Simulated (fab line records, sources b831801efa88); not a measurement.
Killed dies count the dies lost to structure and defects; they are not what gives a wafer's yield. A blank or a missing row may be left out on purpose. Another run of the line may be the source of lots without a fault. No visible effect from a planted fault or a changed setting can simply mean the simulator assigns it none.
Which tool is to blame? | flow sfq_line | 15 lots, 45 wafers sampled, at 3 steps of a route of 325

## WHAT EACH GAUGE READ, for each wafer
SFQ_M1_RS_MEAS_909: the measuring method here is four-point-probe.
lot  | measured     | on            | M1_NB_RS (ohm/sq)
L218 | day 17 12:01 | film_metro-03 | 0.886 0.887 0.895
L219 | day 17 13:47 | film_metro-01 | 0.883 0.881 0.877
L220 | day 17 15:37 | film_metro-03 | 0.876 0.879 0.871
L221 | day 17 17:59 | film_metro-04 | 0.883 0.882 0.887
L222 | day 17 20:24 | film_metro-03 | 0.875 0.870 0.869
L223 | day 17 23:04 | film_metro-03 | 0.439 0.439 0.439
L224 | day 18 01:16 | film_metro-01 | 0.883 0.888 0.891
L225 | day 19 20:40 | film_metro-01 | 0.888 0.888 0.883
L230 | day 23 08:04 | film_metro-01 | 0.443 0.443 0.444
L233 | day 25 03:15 | film_metro-01 | 0.443 0.441 0.443
L235 | day 25 19:49 | film_metro-03 | 0.896 0.896 0.893
L236 | day 25 23:52 | film_metro-03 | 0.885 0.887 0.877
L237 | day 26 03:41 | film_metro-01 | 0.897 0.893 0.889
L239 | day 26 22:53 | film_metro-01 | 0.904 0.899 0.907
L240 | day 27 06:37 | film_metro-03 | 0.890 0.890 0.896

## EACH LOT AND THE TOOL THAT RAN IT (in order: tool; ch and the chambers of the sampled wafers; start)
lot  | SFQ_TRILAYER_I0_VIA_STRIP_STRIP_035 | SFQ_TRILAYER_M1_DEP_SPUTTER_037
L218 | rie_metal-04 ch 0, day 17 11:05     | pvd_sputter-04, day 17 11:53
L219 | rie_metal-01 ch 1, day 17 12:17     | pvd_sputter-05, day 17 13:41
L220 | rie_metal-02 ch 0,1, day 17 14:41   | pvd_sputter-04, day 17 15:29
L221 | rie_metal-01 ch 0,1, day 17 17:05   | pvd_sputter-05, day 17 17:53
L222 | rie_metal-02 ch 0,1, day 17 19:29   | pvd_sputter-04, day 17 20:19
L223 | rie_metal-01 ch 0,1, day 17 21:53   | pvd_sputter-05, day 17 22:41
L224 | rie_metal-02 ch 0,1, day 18 00:29   | pvd_sputter-05, day 18 01:07
L225 | rie_metal-02 ch 1, day 19 19:31     | pvd_sputter-04, day 19 20:32
L230 | rie_metal-04 ch 1, day 23 06:54     | pvd_sputter-03, day 23 07:42
L233 | rie_metal-02 ch 0,1, day 25 02:06   | pvd_sputter-05, day 25 02:54
L235 | rie_metal-01 ch 0, day 25 18:54     | pvd_sputter-05, day 25 19:42
L236 | rie_metal-02 ch 1, day 25 22:58     | pvd_sputter-04, day 25 23:46
L237 | rie_metal-01 ch 0,1, day 26 02:47   | pvd_sputter-04, day 26 03:35
L239 | rie_metal-04 ch 0,1, day 26 21:59   | pvd_sputter-05, day 26 22:47
L240 | rie_metal-02 ch 1, day 27 05:42     | pvd_sputter-03, day 27 06:31
- SFQ_TRILAYER_I0_VIA_STRIP_STRIP_035: strips in O2.
- SFQ_TRILAYER_M1_DEP_SPUTTER_037: material Nb, target thk 200 nm, time 133.3 s.

## WHAT THE TOOLS THEMSELVES READ (means of the sampled wafers that have a number; where no wafer has one, the mark that the record gives instead)
SFQ_TRILAYER_I0_VIA_STRIP_STRIP_035.
lot  | tool         | drypump_motor_current_A (A) | oes_product_au (a.u.)
L218 | rie_metal-04 | 5.1                         | 1.010
L219 | rie_metal-01 | 5.9                         | 0.998
L220 | rie_metal-02 | 6.0                         | 1.000
L221 | rie_metal-01 | 6.1                         | 1.002
L222 | rie_metal-02 | 6.0                         | 1.006
L223 | rie_metal-01 | 6.3                         | 0.993
L224 | rie_metal-02 | 6.0                         | 1.002
L225 | rie_metal-02 | 5.4                         | 1.005
L230 | rie_metal-04 | 5.8                         | 0.999
L233 | rie_metal-02 | 6.0                         | 0.998
L235 | rie_metal-01 | 6.5                         | 0.997
L236 | rie_metal-02 | 5.4                         | 1.004
L237 | rie_metal-01 | 6.1                         | 1.006
L239 | rie_metal-04 | 5.3                         | 1.005
L240 | rie_metal-02 | 5.4                         | 1.004

SFQ_TRILAYER_M1_DEP_SPUTTER_037.
lot  | tool           | throttle_valve_pct (%)
L218 | pvd_sputter-04 | 30.4
L219 | pvd_sputter-05 | 30.6
L220 | pvd_sputter-04 | 30.1
L221 | pvd_sputter-05 | 30.7
L222 | pvd_sputter-04 | 30.0
L223 | pvd_sputter-05 | 30.6
L224 | pvd_sputter-05 | 30.2
L225 | pvd_sputter-04 | 29.9
L230 | pvd_sputter-03 | 29.9
L233 | pvd_sputter-05 | 30.3
L235 | pvd_sputter-05 | 30.5
L236 | pvd_sputter-04 | 30.5
L237 | pvd_sputter-04 | 30.3
L239 | pvd_sputter-05 | 30.5
L240 | pvd_sputter-03 | 30.7

## THE ANSWER, worked out from the rows above alone
Rule: the usual values come from the lots themselves. The widest of any qualifying gaps counts: lots, ordered by their means at a reading, are off when they make up no more than a third of the lots, leave a main group of 4 or more, and stand apart from it by 3 or more times the standard deviation of that group's means. The tables above print the reading to a certain number of digits; a main group whose means all agree to those digits is not used. A lot without any number at a reading at which 4 lots or more have one is off too. All remaining lots with rows at the step are treated as sound. Order of review: gauges by route order, followed by the tools' own readings, for which a lot's mean as printed above is used. The first step at which some lot is off is used, and at that step the reading that is off furthest; a lot without a number counts as furthest.
Off: L223, L230, L233, seen at SFQ_M1_RS_MEAS_909 (M1_NB_RS). For the main group the mean is 0.887 ohm/sq and the standard deviation 0.0084.
If a tool, at a process step before that reading, ran all the lots that are off and no sound lot after the first of them, it fits. The gauges at SFQ_M1_RS_MEAS_909 are tried like those tools. Not one of the candidates tried fits.

## WHAT THE SIMULATOR HAD INSERTED
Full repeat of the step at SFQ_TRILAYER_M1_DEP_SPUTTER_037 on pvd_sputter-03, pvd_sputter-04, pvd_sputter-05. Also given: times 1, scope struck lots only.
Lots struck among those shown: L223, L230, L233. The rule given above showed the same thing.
